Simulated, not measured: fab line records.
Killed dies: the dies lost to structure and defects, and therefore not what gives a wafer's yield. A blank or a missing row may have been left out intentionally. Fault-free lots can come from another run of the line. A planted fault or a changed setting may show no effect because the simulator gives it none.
What tool caused it? + flow gf180mcu + 39 wafers from 13 lots sampled at 5 of the route's 602 steps

== WHAT EACH GAUGE READ, for each wafer ==
GF_STI_CD_MEAS_12: the cd target is 220 nm. Usual: cd nm reads 219.7 nm (standard deviation 1.2).
| lot  | measured    | on        | cd nm (nm)        | flag |
|------|-------------|-----------|-------------------|------|
| L257 | day 2 01:32 | cd sem-02 | 218.6 218.3 218.2 |      |
| L258 | day 2 06:35 | cd sem-02 | 220.3 220.9 220.4 |      |
| L259 | day 2 12:01 | cd sem-01 | 219.3 219.9 218.3 |      |
| L260 | day 2 15:40 | cd sem-01 | 219.2 219.5 220.2 |      |
| L261 | day 2 22:30 | cd sem-01 | 218.3 218.5 218.5 |      |
| L262 | day 3 04:21 | cd sem-02 | 218.6 217.3 218.6 |      |
| L264 | day 3 13:44 | cd sem-02 | 220.5 221.4 220.5 |      |
| L266 | day 4 00:16 | cd sem-01 | 221.0 221.2 221.1 |      |
| L267 | day 4 03:53 | cd sem-02 | 219.2 219.4 217.9 |      |
| L270 | day 4 19:22 | cd sem-02 | 176.1 174.5 176.3 | OFF  |
| L275 | day 5 22:10 | cd sem-02 | 221.9 221.6 221.2 |      |
| L278 | day 6 14:46 | cd sem-01 | 220.1 218.6 220.2 |      |
| L280 | day 7 01:31 | cd sem-02 | 219.9 218.6 219.7 |      |

GF_VT_IMPLANT_RS_MEAS_47: uses a four-point probe to measure. Usual: for NWELL_RS the level is 475.9 ohm/sq and the standard deviation is 1.3.
| lot  | measured     | on            | NWELL_RS (ohm/sq) | flag |
|------|--------------|---------------|-------------------|------|
| L257 | day 7 13:55  | film metro-01 | 476.8 476.7 476.1 |      |
| L258 | day 7 19:34  | film metro-01 | 475.0 474.4 475.8 |      |
| L259 | day 8 01:16  | film metro-01 | 479.5 479.9 478.6 |      |
| L260 | day 8 07:29  | film metro-04 | 475.3 475.6 475.4 |      |
| L261 | day 8 17:37  | film metro-03 | 474.9 474.1 474.1 |      |
| L262 | day 9 01:22  | film metro-01 | 476.3 477.2 477.2 |      |
| L264 | day 9 14:46  | film metro-01 | 475.1 476.1 475.4 |      |
| L266 | day 10 03:18 | film metro-03 | 476.5 475.0 474.8 |      |
| L267 | day 10 08:41 | film metro-01 | 476.2 475.9 476.9 |      |
| L275 | day 12 16:28 | film metro-03 | 474.8 475.1 474.7 |      |
| L278 | day 13 13:20 | film metro-01 | 476.8 478.0 474.3 |      |
| L280 | day 14 06:32 | film metro-01 | 476.6 476.5 475.7 |      |

GF_V1_THK_MEAS_03. Usual: for V1_CVD_02_THK the level is 848 nm and the standard deviation is 11.
| lot  | measured     | on            | V1_CVD_02_THK (nm) | flag |
|------|--------------|---------------|--------------------|------|
| L257 | day 17 00:22 | film metro-02 | 835 845 850        |      |
| L258 | day 17 10:57 | film metro-02 | 836 851 850        |      |
| L259 | day 17 17:38 | film metro-02 | 848 860 860        |      |
| L260 | day 18 02:58 | film metro-02 | 849 843 858        |      |
| L261 | day 18 17:21 | film metro-04 | 820 838 832        |      |
| L262 | day 19 06:10 | film metro-04 | 845 846 853        |      |
| L264 | day 19 22:25 | film metro-01 | 840 852 858        |      |
| L266 | day 20 15:16 | film metro-01 | 839 833 847        |      |
| L267 | day 20 23:47 | film metro-04 | 844 865 859        |      |
| L275 | day 23 17:57 | film metro-01 | 840 840 850        |      |
| L278 | day 24 12:58 | film metro-02 | 844 842 838        |      |
| L280 | day 25 13:45 | film metro-04 | 848 853 870        |      |

== WHAT TOOL EACH LOT RAN ON (gives the tool, then ch and the chambers of the sampled wafers, and finally the start) ==
| lot  | GF_STI_EXPOSE_09                 | GF_SAB_CVD_00                   |
|------|----------------------------------|---------------------------------|
| L257 | krf scanner-01 ch 0, day 1 20:07 | pecvd-02 ch 0,1,2, day 14 03:36 |
| L258 | krf scanner-01 ch 0, day 2 00:47 | pecvd-02 ch 0,1, day 14 11:39   |
| L259 | krf scanner-02 ch 0, day 2 06:02 | pecvd-04 ch 0,1,2, day 14 19:27 |
| L260 | krf scanner-01 ch 0, day 2 10:23 | pecvd-03 ch 0,1,2, day 15 04:15 |
| L261 | krf scanner-02 ch 0, day 2 16:23 | pecvd-04 ch 0,1,2, day 15 16:55 |
| L262 | krf scanner-01 ch 0, day 2 21:59 | pecvd-03 ch 0,1,2, day 16 04:45 |
| L264 | krf scanner-02 ch 0, day 3 06:39 | pecvd-03 ch 0,1, day 16 20:45   |
| L266 | krf scanner-01 ch 0, day 3 18:12 | pecvd-04 ch 0,1, day 17 12:55   |
| L267 | krf scanner-01 ch 0, day 3 21:11 | pecvd-02 ch 1,2, day 17 19:47   |
| L270 | krf scanner-02 ch 0, day 4 12:16 | -                               |
| L275 | krf scanner-01 ch 0, day 5 15:25 | pecvd-04 ch 0,1,2, day 20 16:57 |
| L278 | krf scanner-02 ch 0, day 6 07:17 | pecvd-02 ch 0,1,2, day 21 11:56 |
| L280 | krf scanner-02 ch 0, day 6 18:22 | pecvd-04 ch 1,2, day 22 15:33   |
- GF_STI_EXPOSE_09: exposes mask COMP, target cd 220 nm.
- GF_SAB_CVD_00: deposits SiO2 from TEOS, target thk 50 nm, time 4.9302 s.

== WHAT THE TOOLS THEMSELVES READ (means of the sampled wafers that have a number; where no wafer has one, the mark that the record gives instead) ==
GF_SAB_CVD_00. Usual: heater power w 633 W, standard deviation 100; susceptor temp C 399.99 C, standard deviation 0.21.
| lot  | tool     | heater power w (W) | susceptor temp C (C) | flag |
|------|----------|--------------------|----------------------|------|
| L257 | pecvd-02 | 563                | 400.04               |      |
| L258 | pecvd-02 | 509                | 399.99               |      |
| L259 | pecvd-04 | 678                | 399.99               |      |
| L260 | pecvd-03 | 649                | 399.99               |      |
| L261 | pecvd-04 | 660                | 399.95               |      |
| L262 | pecvd-03 | 599                | 400.00               |      |
| L264 | pecvd-03 | 651                | 400.20               |      |
| L266 | pecvd-04 | 582                | 399.79               |      |
| L267 | pecvd-02 | 661                | 399.92               |      |
| L275 | pecvd-04 | 678                | 400.08               |      |
| L278 | pecvd-02 | 652                | 399.86               |      |
| L280 | pecvd-04 | 680                | 399.94               |      |

== THE ANSWER, worked out from the rows above alone ==
Rule: a lot counts as off when the mean over its wafers that have a number is more than 3 standard deviations away from the usual mean. Also off: a lot with no number at a reading for which 4 or more lots have one. Any other lot the step has rows for is counted as sound. After the gauges, taken in route order, come the tools' own readings; for these a lot's mean is taken, as printed above. At the first step where some lot is off, the reading lying furthest off is the one used; lots without a number count as furthest.
Off, at GF_STI_CD_MEAS_12 on cd nm: L270.
A tool fits if, at a process step before that reading, it ran every lot that is off, and no sound lot after the first of them. Those tools and the gauges at GF_STI_CD_MEAS_12 are tried in the same way. None of those tried fits.

== WHAT WAS PUT IN BY THE SIMULATOR ==
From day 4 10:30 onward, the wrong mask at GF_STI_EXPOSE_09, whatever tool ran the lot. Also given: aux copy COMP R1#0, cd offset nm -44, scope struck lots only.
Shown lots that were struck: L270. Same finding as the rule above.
